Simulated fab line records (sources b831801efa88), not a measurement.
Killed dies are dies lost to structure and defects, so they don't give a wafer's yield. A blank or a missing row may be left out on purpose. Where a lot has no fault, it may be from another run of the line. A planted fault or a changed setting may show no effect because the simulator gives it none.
Comparing a struck lot with a sound one | flow sky130 | 17 steps out of a route of 708
Sound: these wafers, L500.2, L500.4, L500.6. The struck wafers were L505.1, L505.4. The cause is named last.
Each step with rows lists, per side, the tool, then ch with its chambers, then its first start. Under that, the readings that differ: sound wafers | struck wafers | difference of the means | sigmas: that difference in standard deviations of wafers without a fault.
alike: same words and numbers on both sides, and readings whose means sit less than 2 such deviations apart. not compared: any withheld reading, any reading some wafer has no value for, any bound like >300 that may hide the same value, and any number with overlapping values for which the record gives no deviation.
Wherever a step has rows on one side only, a row that says differs or no value, or a row with sigmas, the two part there. When numbers do not overlap yet have no deviation, they are printed without sigmas and do not part them. A reading that every wafer of one side lacks parts them only if that side has two wafers or more.

SKY_VT_ADJUST_LVTN_OVL_MEAS_07:
  sound on overlay-01 at day 7 11:51; struck on overlay-01 at day 8 16:47
  alike: VT_ADJUST_LVTN_OVL
next, for these wafers, 1 step has no rows: SKY_VT_ADJUST_LVTN_IMPLANT_08.
SKY_VT_ADJUST_LVTN_STRIP_09: strips in O2/N2.
  sound on plasmaAsher-02 ch 0,1, day 7 12:02; struck on plasmaAsher-02 ch 1, day 8 16:59
  alike: chamberPressureMTorr, drypumpMotorCurrentA, oesProductAu, stripTimeToEndpointS
  not compared: rfHoursCounterH
SKY_VT_ADJUST_LVTN_TW_MEAS_10:
  sound on filmMetro-01 at day 7 12:08; struck on filmMetro-03 at day 8 17:05
  alike: VT_ADJUST_LVTN_TW
then, 7 steps without rows for these wafers: SKY_VT_ADJUST_LVTN_DEHYDRATE_11 (time 60 s); SKY_VT_ADJUST_LVTN_HMDS_12 (prime time 60 s); SKY_VT_ADJUST_LVTN_COAT_13 (resist thk 1140 nm); SKY_VT_ADJUST_LVTN_SOFTBAKE_14 (time 60 s); SKY_VT_ADJUST_LVTN_EXPOSE_15 (exposes mask HVN STD DERIVED, target cd 600 nm); SKY_VT_ADJUST_LVTN_PEB_16; SKY_VT_ADJUST_LVTN_DEVELOP_17 (develop time 60 s).
SKY_VT_ADJUST_LVTN_OVL_MEAS_18:
  sound on overlay-01 at day 8 08:00; struck on overlay-02 at day 9 12:59
  alike: VT_ADJUST_LVTN_01_OVL
SKY_VT_ADJUST_LVTN_IMPLANT_19:
  sound on implanter-03 ch 0, day 8 08:03; struck on implanter-04 ch 0, day 9 13:02
reading          | sound           | struck      | difference | sigmas
beamOnS (s)      | 9.95 9.89 10.08 | 14.36 13.77 | +4.09      | +20
faradayCurrentUA | 3.70 3.71 3.65  | 2.56 2.66   | -1.08      | -15
SKY_VT_ADJUST_LVTN_STRIP_20: strips in O2/N2.
  sound on plasmaAsher-04 ch 0,1, day 8 08:11; struck on plasmaAsher-02 ch 0,1, day 9 13:11
reading                      | sound                | struck        | difference | sigmas
chamberPressureMTorr (mTorr) | 1497.2 1499.1 1498.2 | 1500.9 1501.9 | +3.2       | +2
  alike: drypumpMotorCurrentA, oesProductAu, stripTimeToEndpointS
  not compared: rfHoursCounterH
SKY_VT_ADJUST_LVTN_TW_MEAS_21:
  sound on filmMetro-01 at day 8 08:17; struck on filmMetro-03 at day 9 13:17
reading             | sound             | struck      | difference | sigmas
VT_ADJUST_LVTN_2_TW | 187.7 187.3 187.0 | 209.9 210.1 | +22.7      | +16
then, 1 step without rows for these wafers: SKY_VT_ADJUST_NCORE_DEHYDRATE_00 (time 60 s).
-- here the record skips 38 days between the struck wafers' starts before and after, leaving off in module VT_ADJUST_NCORE and picking up in module PAD_OPEN (first step shown: number 708 of the route) --
SKY_PAD_OPEN_PROBE_99:
  sound on prober-01 at day 46 10:03; struck on prober-02 at day 47 10:04
reading                                 | sound                | struck        | difference | sigmas
model.etest.resPwellUnderGate.rsOhmSq   | 2266 2269 2270       | 2229 2237     | -35        | 
model.etest.nfetG5v0d10v5.bodyRiseV (V) | 0.6651 0.6584 0.6608 | 0.698 0.6975  | +0.036     | 
model.etest.nfet_16v.bodyRiseV (V)      | 0.6655 0.6566 0.6577 | 0.6978 0.6953 | +0.0366    | 
model.etest.nfetG5v0d10v5.vtSatV (V)    | 0.7559 0.7532 0.7581 | 0.8029 0.7941 | +0.0428    | 
model.etest.nfetG5v0d10v5.vtV (V)       | 0.8189 0.8158 0.8187 | 0.8532 0.8457 | +0.0317    | 
model.etest.nfet_16v.vtV (V)            | 0.7616 0.7599 0.7604 | 0.7913 0.79   | +0.0300    | 
model.etest.nfetG5v0d10v5.vtLongV (V)   | 0.8081 0.803 0.8027  | 0.8319 0.8296 | +0.0262    | 
  alike: killed_at_M0_to_M3, killed_at_M4_up, killedAtContacts, killedAtFrontEnd, killedAtOther, killedDies, killedOpen, killedShort

== WHERE THEY PART ==
At SKY_VT_ADJUST_LVTN_IMPLANT_19 first; at SKY_VT_ADJUST_LVTN_TW_MEAS_21 last (within this record only). Later steps at which nothing parts them and some readings are alike: SKY_PAD_OPEN_PROBE_99.

WHY: whatever the simulator had introduced
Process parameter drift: implanter-04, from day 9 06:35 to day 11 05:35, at SKY_VT_ADJUST_LVTN_IMPLANT_19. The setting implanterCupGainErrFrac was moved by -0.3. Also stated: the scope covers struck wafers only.
